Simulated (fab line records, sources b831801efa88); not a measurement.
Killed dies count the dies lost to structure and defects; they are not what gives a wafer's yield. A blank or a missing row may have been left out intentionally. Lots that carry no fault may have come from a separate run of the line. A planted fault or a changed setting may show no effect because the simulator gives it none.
fab line records	flow sky130
record lots=12	wafers=36	last-day=50
route steps=708 shown VT_ADJUST_HVTR@142 SONOS_TUNNEL@162 SONOS_ONO@182 LDD_N@246 PAD_OPEN@708
lots with no fault: from the same line, run without faults
start-h: start of the lot's first displayed wafer, in hours after the record's first day	wait-h: how many hours have passed since the lot's step before this one	" as in the row above	L1.1+2: one row covering several wafers at once	- either no value or no given start	* or withheld: withheld	< > ~ a bound
route shown NAME@n: NAME is a module with steps in the file, n the number in the route of the first one	usual: mean and standard deviation over wafers with no fault	same: alike in all rows	chamber/n: place in a boat	sites: readings site by site	_std_site: how widely they spread, as a standard deviation	_edge_site: outer sites' mean less inner sites'	radius-mm: how far each site lies from the wafer's centre	mask NAME#n: copy n	behind: the most recent tool/chamber to have shaped the wafer	hold: what put the lot on hold/how long, in hours/how the hold closed	device: names the non-switching transistor (n, p or np)	end of line: tests of these same wafers at the route's end	a step without rows: its recipe alone	killed: dies lost to structure and defects at the first sort, not the wafer's yield	map: the dies of a wafer, with x for killed, . for not killed, _ for no die there
set.NAME: the setting as run; set.NAME@STEP: as run at that earlier step	model.NAME: the simulator's own value behind a step, which no gauge read
route steps across a sampled set of lots; one table per step, one row per wafer
services: from which hour (start-h, from the record's first day; less than 0 if before it) a tool's chamber was out of use, for how many hours, and why
## steps
# step SKY_VT_ADJUST_HVTR_TW_MEAS_11
# usual VT_ADJUST_HVTR_TW=214.2/2.1
lot.wafer	tool	chamber	start-h	wait-h	VT_ADJUST_HVTR_TW
L493.2	film-metro-04	-	221.81	0.1	216.4
L493.5	"	-	"	"	217.3
L493.6	"	-	"	"	216.0
L495.2	film-metro-03	-	224.27	0.1	211.9
L495.3	"	-	"	"	212.9
L495.5	"	-	"	"	211.9
L494.2	film-metro-04	-	226.17	0.1	216.2
L494.3	"	-	"	"	218.1
L494.6	"	-	"	"	216.7
L496.1	film-metro-02	-	237.06	0.1	210.8
L496.3	"	-	"	"	211.2
L496.5	"	-	"	"	210.4
L497.2	film-metro-03	-	240.36	0.1	212.5
L497.3	"	-	"	"	214.0
L497.4	"	-	"	"	213.7
L498.1	film-metro-04	-	247.51	0.1	214.1
L498.3	"	-	"	"	214.5
L498.6	"	-	"	"	215.3
L499.3	film-metro-02	-	256.42	0.1	210.8
L499.4	"	-	"	"	211.2
L499.6	"	-	"	"	211.3
L502.2	film-metro-04	-	282.63	0.1	216.5
L502.4	"	-	"	"	214.6
L502.6	"	-	"	"	216.6
L504.2	film-metro-02	-	293.77	0.1	211.5
L504.4	"	-	"	"	211.3
L504.6	"	-	"	"	211.4
L508.1	film-metro-04	-	336.55	0.1	216.5
L508.3	"	-	"	"	216.6
L508.5	"	-	"	"	217.3
L507.2	film-metro-04	-	337.00	0.1	215.9
L507.4	"	-	"	"	215.4
L507.6	"	-	"	"	217.0
L509.1	film-metro-04	-	348.40	0.1	216.6
L509.2	"	-	"	"	216.1
L509.4	"	-	"	"	216.2
# step SKY_SONOS_TUNNEL_OVL_MEAS_08
# usual SONOS_TUNNEL_OVL=0.5/1.1
lot.wafer	tool	chamber	start-h	wait-h	SONOS_TUNNEL_OVL[nm]
L493.2	overlay-01	-	268.99	0.1	0.2
L493.5	"	-	"	"	0.1
L493.6	"	-	"	"	0.1
L495.2	overlay-02	-	272.13	0.1	3.8
L495.3	"	-	"	"	2.6
L495.5	"	-	"	"	2.1
L494.2	overlay-01	-	273.89	0.1	0.5
L494.3	"	-	"	"	1.3
L494.6	"	-	"	"	0.2
L496.1	overlay-02	-	284.99	0.1	-1.7
L496.3	"	-	"	"	-1.6
L496.5	"	-	"	"	0.4
L497.2	overlay-01	-	289.74	0.1	0.3
L497.3	"	-	"	"	-0.2
L497.4	"	-	"	"	-0.3
L498.1	overlay-02	-	297.99	0.1	0.4
L498.3	"	-	"	"	-1.3
L498.6	"	-	"	"	-0.5
L499.3	overlay-02	-	305.28	0.1	0.6
L499.4	"	-	"	"	-1.4
L499.6	"	-	"	"	0.8
L502.2	overlay-02	-	334.49	0.1	2.3
L502.4	"	-	"	"	0.7
L502.6	"	-	"	"	1.0
L504.2	overlay-02	-	345.29	0.1	0.9
L504.4	"	-	"	"	0.2
L504.6	"	-	"	"	-0.8
L508.1	overlay-02	-	390.79	0.1	-1.8
L508.3	"	-	"	"	-1.9
L508.5	"	-	"	"	-2.3
L507.2	overlay-01	-	392.34	0.1	0.8
L507.4	"	-	"	"	0.3
L507.6	"	-	"	"	0.1
L509.1	overlay-01	-	405.48	0.1	0.6
L509.2	"	-	"	"	0.2
L509.4	"	-	"	"	-0.2
# step SKY_SONOS_ONO_OVL_MEAS_14
# usual SONOS_ONO_OVL=-1.0/1
lot.wafer	tool	chamber	start-h	wait-h	SONOS_ONO_OVL[nm]
L493.2	overlay-02	-	299.52	0.1	-1.7
L493.5	"	-	"	"	-1.4
L493.6	"	-	"	"	-2.7
L495.2	overlay-02	-	303.69	0.1	-2.3
L495.3	"	-	"	"	-0.9
L495.5	"	-	"	"	-0.8
L494.2	overlay-01	-	304.98	0.1	-0.4
L494.3	"	-	"	"	0.3
L494.6	"	-	"	"	-1.0
L496.1	overlay-02	-	316.27	0.1	-2.7
L496.3	"	-	"	"	0.5
L496.5	"	-	"	"	-0.9
L497.2	overlay-02	-	323.12	0.1	-0.1
L497.3	"	-	"	"	-1.2
L497.4	"	-	"	"	-1.7
L498.1	overlay-02	-	329.26	0.1	-0.5
L498.3	"	-	"	"	-0.4
L498.6	"	-	"	"	-0.4
L499.3	overlay-02	-	338.47	0.1	-3.0
L499.4	"	-	"	"	-2.5
L499.6	"	-	"	"	-4.1
L502.2	overlay-01	-	366.84	0.1	-1.1
L502.4	"	-	"	"	-0.5
L502.6	"	-	"	"	-1.4
L504.2	overlay-01	-	379.17	0.1	-2.3
L504.4	"	-	"	"	-3.4
L504.6	"	-	"	"	-1.4
L508.1	overlay-01	-	425.62	0.1	-0.2
L508.3	"	-	"	"	0.1
L508.5	"	-	"	"	-0.6
L507.2	overlay-02	-	426.63	0.1	-0.2
L507.4	"	-	"	"	-1.3
L507.6	"	-	"	"	-1.1
L509.1	overlay-01	-	440.96	0.1	-2.2
L509.2	"	-	"	"	-0.5
L509.4	"	-	"	"	-1.8
# step SKY_LDD_N_IMPLANT_09
# recipe species=As	energy-kev=20	dose-cm2=7.5e+13	tilt-deg=withheld	rotation-deg=113
# usual dose-ions-cm2=7.5e+13/7.1e+10	faraday-current-uA=422/8.5
lot.wafer	tool	chamber	start-h	wait-h	dose-ions-cm2	faraday-current-uA
L493.2	implanter-02	0	423.92	0.1	7.504e+13	437
L493.5	"	0	"	"	7.502e+13	410
L493.6	"	0	"	"	7.504e+13	420
L495.2	implanter-01	0	443.55	0.1	7.507e+13	430
L495.3	"	0	"	"	7.499e+13	434
L495.5	"	0	"	"	7.502e+13	426
L494.2	implanter-02	0	444.12	0.1	7.506e+13	414
L494.3	"	0	"	"	7.502e+13	418
L494.6	"	0	"	"	7.504e+13	411
L496.1	implanter-01	0	444.73	0.1	7.48e+13	426
L496.3	"	0	"	"	7.493e+13	419
L496.5	"	0	"	"	7.495e+13	410
L497.2	implanter-01	0	451.05	0.1	7.507e+13	435
L497.3	"	0	"	"	7.496e+13	411
L497.4	"	0	"	"	7.509e+13	423
L498.1	implanter-02	0	456.99	0.1	7.492e+13	421
L498.3	"	0	"	"	7.505e+13	415
L498.6	"	0	"	"	7.501e+13	406
L499.3	implanter-04	0	468.98	0.1	7.495e+13	443
L499.4	"	0	"	"	7.502e+13	418
L499.6	"	0	"	"	7.501e+13	424
L502.2	implanter-02	0	494.02	0.1	7.5e+13	421
L502.4	"	0	"	"	7.505e+13	397
L502.6	"	0	"	"	7.508e+13	419
L504.2	implanter-02	0	511.51	0.1	7.502e+13	426
L504.4	"	0	"	"	7.503e+13	430
L504.6	"	0	"	"	7.5e+13	437
L508.1	implanter-04	0	559.53	0.1	7.493e+13	425
L508.3	"	0	"	"	7.493e+13	421
L508.5	"	0	"	"	7.492e+13	440
L507.2	implanter-02	0	564.51	0.1	8.782e+13	497
L507.4	"	0	"	"	8.791e+13	494
L507.6	"	0	"	"	8.787e+13	495
L509.1	implanter-02	0	573.29	0.1	8.79e+13	498
L509.2	"	0	"	"	8.789e+13	491
L509.4	"	0	"	"	8.788e+13	492
# step SKY_LDD_N_STRIP_16
# recipe chemistry=O2/N2	power-w=1400	pressure-mtorr=1500	platen-temp-c=withheld	o2-flow-sccm=3000	n2-flow-sccm=300	overash-fraction=0.5
# usual drypump-motor-current-A=5.4/0.42	oes-product-au=0.405/0.0046	strip-time-to-endpoint-s=4.311/0.015
lot.wafer	tool	chamber	start-h	wait-h	drypump-motor-current-A	oes-product-au	rf-hours-counter-h	strip-time-to-endpoint-s
L493.2	plasma-asher-03	0	424.94	0.1	6.0	0.404	77	4.305
L493.5	"	0	"	"	6.0	0.407	-	4.314
L493.6	"	1	"	"	5.0	0.401	-	4.310
L495.2	plasma-asher-01	0	444.58	0.1	4.9	0.409	1	4.299
L495.3	"	0	"	"	4.9	0.410	-	4.316
L495.5	"	0	"	"	4.9	0.400	-	4.320
L494.2	plasma-asher-04	0	445.14	0.1	5.7	0.409	29	4.309
L494.3	"	0	"	"	5.7	0.397	-	4.306
L494.6	"	1	"	"	5.0	0.407	-	4.333
L496.1	plasma-asher-01	1	445.78	0.1	5.8	0.407	1	4.311
L496.3	"	0	"	"	4.9	0.408	-	4.304
L496.5	"	0	"	"	4.9	0.395	-	4.314
L497.2	plasma-asher-01	1	452.08	0.1	5.8	0.412	2	4.260
L497.3	"	1	"	"	5.8	0.404	-	4.297
L497.4	"	0	"	"	4.9	0.410	-	4.321
L498.1	plasma-asher-01	0	458.04	0.1	4.9	0.409	3	4.296
L498.3	"	0	"	"	5.0	0.400	-	4.292
L498.6	"	1	"	"	5.8	0.413	-	4.318
L499.3	plasma-asher-04	1	470.04	0.1	5.0	0.408	-	4.323
L499.4	"	0	"	"	5.7	0.407	-	4.315
L499.6	"	0	"	"	5.7	0.409	-	4.336
L502.2	plasma-asher-04	1	495.04	0.1	5.1	0.401	34	4.278
L502.4	"	0	"	"	5.7	0.412	-	4.281
L502.6	"	1	"	"	5.1	0.403	-	4.317
L504.2	plasma-asher-04	1	512.54	0.1	5.0	0.405	36	4.299
L504.4	"	1	"	"	5.1	0.407	-	4.303
L504.6	"	1	"	"	5.1	0.402	-	4.283
L508.1	plasma-asher-03	0	560.58	0.1	5.9	0.398	91	4.301
L508.3	"	0	"	"	5.9	0.409	-	4.302
L508.5	"	1	"	"	5.0	0.404	-	4.307
L507.2	plasma-asher-03	0	565.54	0.1	6.0	0.403	91	4.346
L507.4	"	0	"	"	6.0	0.405	-	4.349
L507.6	"	1	"	"	5.0	0.404	-	4.358
L509.1	plasma-asher-03	0	574.34	0.1	6.0	0.407	92	4.358
L509.2	"	1	"	"	5.0	0.409	92	4.351
L509.4	"	1	"	"	5.0	0.411	-	4.344
# step SKY_PAD_OPEN_PROBE_99
# usual killed_at_M0_to_M3=45/7.5	killed_at_M4_up=2.8/1.9	killed-at-contacts=25/5.5	killed-at-front-end=14/4	killed-at-other=0.3/0.75	killed-dies=87/9.4	killed-open=47/6.6	killed-short=39/6.6
# same gross-dies=492	killed-at-back-side=0
lot.wafer	tool	chamber	start-h	wait-h	killed_at_M0_to_M3	killed_at_M4_up	killed-at-contacts	killed-at-front-end	killed-at-other	killed-dies	killed-open	killed-short
L493.2	prober-01	-	1094.11	0.1	49	5	24	15	0	93	53	39
L493.5	prober-01	-	1094.26	0.2	57	2	20	26	0	105	59	46
L493.6	prober-01	-	1094.31	0.2	53	3	27	8	0	91	50	41
L498.1	prober-02	-	1115.06	0.1	55	0	20	15	0	90	48	42
L498.3	prober-02	-	1115.16	0.2	63	4	29	12	0	108	61	47
L498.6	prober-02	-	1115.31	0.2	55	3	23	17	0	98	56	42
L509.1	prober-02	-	1188.07	0.1	46	0	17	18	1	82	45	37
L509.2	prober-02	-	1188.12	0.1	45	5	20	13	0	83	41	42
L509.4	prober-02	-	1188.22	0.2	47	1	16	7	0	71	42	29
# killed by level:class
L493.2 VIA1:geometric-particle:open=15 CONTACT:geometric-particle:open=11 VIA2:geometric-particle:open=7 CONTACT:geometric-particle:short=6 METAL1:geometric-particle:short=6 POLY_GATE:geometric-particle:short=5 METAL2:geometric-particle:short=5 VIA3:geometric-particle:open=5
L493.5 VIA1:geometric-particle:open=12 CONTACT:geometric-particle:open=9 METAL1:geometric-particle:short=9 FIELD_ISO:geometric-particle:open=8 VIA2:geometric-particle:open=8 FIELD_ISO:geometric-particle:short=7 LI_CONTACT:geometric-particle:open=7 VIA3:geometric-particle:open=6
L493.6 VIA1:geometric-particle:open=16 LI_CONTACT:geometric-particle:open=9 CONTACT:geometric-particle:open=7 METAL1:geometric-particle:short=7 LOCAL_INTERCONNECT:geometric-particle:short=6 METAL2:geometric-particle:short=5 VIA3:geometric-particle:open=5 VIA1:geometric-particle:short=4
L498.1 VIA1:geometric-particle:open=15 METAL2:geometric-particle:short=9 CONTACT:geometric-particle:open=7 VIA2:geometric-particle:short=6 FIELD_ISO:geometric-particle:open=5 LI_CONTACT:geometric-particle:open=5 CONTACT:geometric-particle:short=5 VIA2:geometric-particle:open=5
L498.3 VIA1:geometric-particle:open=18 CONTACT:geometric-particle:open=9 VIA1:geometric-particle:short=9 METAL2:geometric-particle:short=7 VIA3:geometric-particle:open=7 LI_CONTACT:geometric-particle:open=6 METAL1:geometric-particle:short=6 LOCAL_INTERCONNECT:geometric-particle:short=6
L498.6 VIA2:geometric-particle:open=12 VIA1:geometric-particle:open=11 METAL1:geometric-particle:short=10 CONTACT:geometric-particle:open=8 VIA3:geometric-particle:open=7 POLY_GATE:geometric-particle:open=5 FIELD_ISO:geometric-particle:short=4 METAL3:geometric-particle:short=4
L509.1 VIA1:geometric-particle:open=15 FIELD_ISO:geometric-particle:short=6 METAL1:geometric-particle:short=6 POLY_GATE:geometric-particle:open=5 LOCAL_INTERCONNECT:geometric-particle:short=5 CONTACT:geometric-particle:open=5 VIA2:geometric-particle:open=5 LI_CONTACT:geometric-particle:open=4
L509.2 VIA1:geometric-particle:open=8 VIA1:geometric-particle:short=8 LI_CONTACT:geometric-particle:open=7 VIA3:geometric-particle:open=7 METAL1:geometric-particle:short=6 CONTACT:geometric-particle:open=5 VIA2:geometric-particle:open=5 FIELD_ISO:geometric-particle:open=4
L509.4 VIA1:geometric-particle:open=12 VIA1:geometric-particle:short=9 LI_CONTACT:geometric-particle:open=8 VIA3:geometric-particle:open=6 METAL2:geometric-particle:short=5 METAL1:geometric-particle:short=4 VIA2:geometric-particle:open=4 CONTACT:geometric-particle:open=3
## services
tool	chamber	start-h	hours	kind
plasma-asher-01	-	421.25	9.0	pm
plasma-asher-01	0	421.25	9.0	vent-cycle
plasma-asher-01	1	421.25	9.0	vent-cycle
plasma-asher-01	0	430.25	-	clean
plasma-asher-01	1	430.25	-	clean
implanter-04	-	452.21	5.4	repair
plasma-asher-03	-	455.57	0.7	repair
plasma-asher-01	-	481.46	3.8	repair
implanter-04	-	497.84	0.8	repair
implanter-04	-	511.71	2.0	repair
implanter-04	-	521.40	4.9	repair
plasma-asher-01	-	557.41	2.3	repair
plasma-asher-03	-	568.71	1.1	repair
plasma-asher-03	-	570.49	1.9	repair
## key
first-sign step=SKY_LDD_N_IMPLANT_09	reading=dose-ions-cm2	direction=up	sigmas=99+	usual=*	struck=*
effect step=SKY_LDD_N_IMPLANT_09	reading=faraday-current-uA	direction=up	sigmas=8.5	usual=422	struck=494
effect step=SKY_LDD_N_STRIP_16	reading=strip-time-to-endpoint-s	direction=up	sigmas=2.6	usual=*	struck=*
met-at SKY_LDD_N_IMPLANT_09
struck-lots L507,L509
tester-left-out L507,L509
not-acting-at SKY_VT_ADJUST_HVTR_TW_MEAS_11,SKY_SONOS_TUNNEL_OVL_MEAS_08,SKY_SONOS_ONO_OVL_MEAS_14
onset-between 511.51 564.51
fault kind=process-parameter-drift	tool=implanter-02	chamber=-	onset-h=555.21	steps=SKY_LDD_N_IMPLANT_09	channel=dose-cm2	offset=*	shape=step	end-h=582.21	acts-in=*	stated=*
# tester-left-out: of these lots the tester's yield and bins aren't shown, on N5 and GAA mostly nor the transistor test; their killed dies are dies lost to structure and defects alone, not to doping, threshold or leakage, so they don't give the yield
